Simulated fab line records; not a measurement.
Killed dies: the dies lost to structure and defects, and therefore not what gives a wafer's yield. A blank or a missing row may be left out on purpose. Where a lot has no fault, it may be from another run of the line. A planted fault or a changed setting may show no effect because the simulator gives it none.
A lot that was struck, set against a sound lot	flow gf180mcu	17 steps out of a route of 602
Sound: these wafers, L157.1, L157.2, L157.3. Struck: wafers L164.1, L164.2, L164.4. The cause is named last.
At each step with rows: each side's tool, then ch and its chambers, then its first start. Under that, the readings that differ: sound wafers	struck wafers	difference of the means	sigmas: that difference in standard deviations of wafers without a fault.
alike: same words and numbers on both sides, and readings whose means sit less than 2 such deviations apart. not compared: any withheld reading, any reading some wafer has no value for, any bound like >300 that may hide the same value, and any number with overlapping values for which the record gives no deviation.
Wherever a step has rows on one side only, a row that says differs or no value, or a row with sigmas, the two part there. When numbers do not overlap yet have no deviation, they are printed without sigmas and do not part them. A reading that every wafer of one side lacks parts them only if that side has two wafers or more.

first, 2 steps without rows for these wafers: GF_MVSD_IMPLANT_08; GF_MVSD_IMPLANT_09.
GF_MVSD_STRIP_10: strips in O2/N2.
  sound on plasma asher-01 ch 0,1, day 6 07:59; struck on plasma asher-02 ch 0,1, day 7 21:07
  alike: chamber pressure mTorr, drypump motor current A, heater power w, oes product au, strip time to endpoint s
  not compared: rf hours counter h
GF_MVSD_TW_MEAS_11:
  sound: film metro-03 at day 6 08:05; struck: film metro-01 at day 7 21:13
reading	sound	struck	difference	sigmas
MVSD_TW	1566 1560 1563	1605 1605 1606	+42	+2
then, 7 steps without rows for these wafers: GF_MVPSD_DEHYDRATE_00 (time 60 s); GF_MVPSD_HMDS_01 (prime time 60 s); GF_MVPSD_COAT_02 (resist thk 3000 nm); GF_MVPSD_SOFTBAKE_03; GF_MVPSD_EXPOSE_04 (exposes mask MVPSD, target cd 1000 nm); GF_MVPSD_PEB_05; GF_MVPSD_DEVELOP_06 (develop time 60 s).
GF_MVPSD_OVL_MEAS_07:
  sound: overlay-02 at day 6 22:53; struck: overlay-02 at day 8 13:17
reading	sound	struck	difference	sigmas
MVPSD_OVL (nm)	2.2 0.3 0.8	-1.7 -2.9 -1.1	-3.0	-2
GF_MVPSD_IMPLANT_08:
  sound on implanter-01 ch 0, day 6 22:55; struck on implanter-02 ch 0, day 8 13:19
reading	sound	struck	difference	sigmas
implant ion amu	11 11 11	49 49 49	+38	
model.implant.rp nm (nm)	477.4 477.4 477.4	120.9 120.9 120.9	-356.5	
model.implant.drp nm (nm)	102.4 102.4 102.4	49.81 49.81 49.81	-52.59	
then, 1 step without rows for these wafers: GF_MVPSD_IMPLANT_09.
GF_MVPSD_STRIP_10: strips in O2/N2.
  sound on plasma asher-01 ch 0,1, day 6 23:13; struck on plasma asher-01 ch 0,1, day 8 13:37
  alike: chamber pressure mTorr, drypump motor current A, heater power w, oes product au, strip time to endpoint s
  not compared: rf hours counter h
GF_MVPSD_TW_MEAS_11:
  sound: film metro-04 at day 6 23:19; struck: film metro-01 at day 8 13:57
reading	sound	struck	difference	sigmas
MVPSD_TW	552 553 554	1040 1044 1044	+490	+72
  not compared: hold
GF_PASSIVATION_PROBE_99:
  sound wafers here have rows in the record (prober-02, day 31 05:36); struck ones have none

== WHERE THEY PART ==
At GF_MVSD_TW_MEAS_11 first; at GF_PASSIVATION_PROBE_99 last (within this record only).

WHY: what had been put in by the simulator
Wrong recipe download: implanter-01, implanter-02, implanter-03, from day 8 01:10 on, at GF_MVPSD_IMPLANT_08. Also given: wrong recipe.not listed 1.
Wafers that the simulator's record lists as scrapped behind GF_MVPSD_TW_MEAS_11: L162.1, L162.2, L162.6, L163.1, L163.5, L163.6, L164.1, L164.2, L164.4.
